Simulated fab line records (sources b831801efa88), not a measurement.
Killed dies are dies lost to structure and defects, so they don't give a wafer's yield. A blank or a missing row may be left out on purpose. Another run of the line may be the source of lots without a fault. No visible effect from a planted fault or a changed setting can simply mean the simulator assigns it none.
What tool caused it? ; flow sky130 ; 18 wafers sampled from 6 lots at 1 step of a route of 708

== WHAT THE GAUGES READ, wafer by wafer ==
SKY_GATE_OXIDE_THK_MEAS_02.
lot;measured;on;GATE_OXIDE_OXIDATION_00_THK (nm)
L773;day 13 01:07;filmMetro-01;10.25 10.40 10.17
L775;day 14 07:19;filmMetro-01;10.41 10.54 10.52
L777;day 14 13:26;filmMetro-01;10.48 10.53 10.41
L781;day 15 23:20;filmMetro-01;10.29 10.31 10.21
L791;day 19 07:25;filmMetro-02;10.08 9.98 10.19
L794;day 20 08:17;filmMetro-02;10.13 10.24 10.23

== EACH LOT AND THE TOOL THAT RAN IT (in order: tool; ch and the chambers of the sampled wafers; start) ==
No process step before these readings appears in the record.

== THE ANSWER, worked out from the rows above alone ==
Rule: the lots themselves supply what counts as usual. Put in order of their means at a reading, lots are off if they are a third of the lots or fewer, leave a main group of 4 or more, and stand apart from it by a gap of 3 or more times the standard deviation of the main group's means; of several such gaps the widest counts. Not used: any main group whose means are identical at the precision the tables above print for the reading. A lot without any number at a reading at which 4 lots or more have one is off too. Where the step has rows for the other lots, those lots are counted as sound.
Across all readings shown, no lot is off: no conclusion can be drawn from this.

== WHAT THE SIMULATOR PUT IN ==
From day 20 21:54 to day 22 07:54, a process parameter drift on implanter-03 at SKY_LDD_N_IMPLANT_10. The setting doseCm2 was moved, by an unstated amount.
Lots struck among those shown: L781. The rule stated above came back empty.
